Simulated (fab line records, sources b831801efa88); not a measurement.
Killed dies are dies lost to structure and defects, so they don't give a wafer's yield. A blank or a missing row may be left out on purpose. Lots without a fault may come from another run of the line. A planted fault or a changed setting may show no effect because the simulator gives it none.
A struck lot beside a sound one | flow sky130 | 16 steps out of a route of 708
Sound: wafers L638.2, L638.3, L638.5. Struck: wafers L650.1, L650.2, L650.6. The cause comes at the end.
At each step with rows: each side's tool, then ch and its chambers, then its first start. Under that, the readings that differ: sound wafers | struck wafers | difference of the means | sigmas: that difference in standard deviations of wafers without a fault.
alike: readings whose means differ by less than 2 such deviations, and words and numbers that are the same on both sides. not compared: withheld readings, readings that some wafer has no value for, bounds like >300 that may hide the same value, and numbers for which the record gives no deviation and whose values overlap.
The two part at a step that has a row with sigmas, a row that says differs or no value, or rows on one side only. Numbers that don't overlap but have no deviation are shown without sigmas and don't part them. A reading that every wafer of one side lacks parts them only if that side has two wafers or more.

SKY_VIA2_BOW_MEAS_03:
  sound on film_metro-03, day 35 02:26; struck on film_metro-01, day 39 02:58
  alike: VIA2_BOW
then, 8 steps without rows for these wafers: SKY_VIA2_DEHYDRATE_04 (time 60 s); SKY_VIA2_HMDS_05 (prime time 60 s); SKY_VIA2_COAT_06 (resist thk 60 nm); SKY_VIA2_COAT_07 (resist thk 450 nm); SKY_VIA2_SOFTBAKE_08 (time 90 s); SKY_VIA2_EXPOSE_09 (exposes mask VIM2, target cd 200 nm); SKY_VIA2_PEB_10; SKY_VIA2_DEVELOP_11 (develop time 60 s).
SKY_VIA2_CD_MEAS_12: target cd 200 nm.
  sound on cd_sem-01, day 36 04:21; struck on cd_sem-01, day 40 03:38
  alike: cd_nm
SKY_VIA2_OVL_MEAS_13:
  sound on overlay-02, day 36 04:27; struck on overlay-01, day 40 03:45
  alike: VIA2_OVL
SKY_VIA2_ETCH_14: etches BARC in N2/H2, stops on SiO2, time 45.9 s, target depth 60 nm.
  sound on rie_diel-04 ch 0,1,3, day 36 04:29; struck on rie_diel-02 ch 1,2,3, day 40 03:47
  reading                     | sound       | struck      | difference | sigmas
  drypump_motor_current_A (A) | 5.2 5.1 5.6 | 6.2 6.5 6.0 | +0.9       | +2
  alike: bias_w, chamber_pressure_mTorr, oes_product_au, throttle_valve_pct
  not compared: rf_hours_counter_h
SKY_VIA2_ETCH_15: etches SiO2 in C4F8/O2/Ar, stops on TiN, target depth 546 nm, time 84 s.
  sound on rie_diel-04 ch 0,1,3, day 36 04:31; struck on rie_diel-02 ch 1,2,3, day 40 03:50
  no value came back on the struck wafers for bias_w (W), chamber_pressure_mTorr (mTorr), oes_product_au (a.u.); on the sound wafers bias_w (W) reads 1202 1196 1201
  reading                                     | sound             | struck            | difference | sigmas
  model.KrF-thick_of_VIA2_COAT_07.thk_nm (nm) | 285.9 286.1 279.6 | 391.4 389.8 391.5 | +107.0     |
  model.VIA2.cd_nm (nm)                       | 206.3 200.6 202.6 | 198 198.3 198.9   | -5         |
SKY_VIA2_STRIP_16: strips in O2/N2.
  sound on plasma_asher-04 ch 1, day 36 04:35; struck on plasma_asher-01 ch 0,1, day 40 03:53
  reading                      | sound             | struck            | difference | sigmas
  oes_product_au (a.u.)        | 0.403 0.395 0.397 | 0.451 0.450 0.447 | +0.051     | +11
  strip_time_to_endpoint_s (s) | 4.097 4.063 4.038 | 5.182 5.167 5.182 | +1.111     | +37
  alike: drypump_motor_current_A
  not compared: rf_hours_counter_h
then, 1 step without rows for these wafers: SKY_VIA2_STRIP_17 (strips in post etch residue remover, time 1200 s).
-- the record jumps here: 9 days lie between the struck wafers' starts before and after (it left off in module VIA2 and takes up again in module PAD_OPEN, whose first step shown is number 708 of the route) --
SKY_PAD_OPEN_PROBE_99:
  sound on prober-02, day 45 14:32; struck on prober-02, day 48 19:25
  reading                  | sound          | struck         | difference | sigmas
  defect_limited_yield (%) | 84.6 82.9 83.3 | 0 0 0          | -84        | -42
  killed_at_M0_to_M3       | 32 39 36       | 464 468 446    | +424       | +57
  killed_dies              | 76 84 82       | 492 492 492    | +411       | +41
  killed_on_rim            | 11 19 14       | 96 96 96       | +81        | +21
  sort_bin_5_function (%)  | 9.3 10.0 10.2  | 92.1 94.1 90.4 | +82.4      | +55
  sort_n_pass              | 416 408 410    | 0 0 0          | -411       | -41
  sort_yield_pct (%)       | 84.6 82.9 83.3 | 0 0 0          | -84        | -42
  alike: killed_at_M4_up, killed_at_contacts, killed_at_front_end, killed_at_other, killed_open, killed_short, sort_bin_3_pad_short, sort_bin_6_memory

WHERE THEY PART
First at SKY_VIA2_ETCH_14; last, within this record, at SKY_PAD_OPEN_PROBE_99.

WHY: what the simulator had put in
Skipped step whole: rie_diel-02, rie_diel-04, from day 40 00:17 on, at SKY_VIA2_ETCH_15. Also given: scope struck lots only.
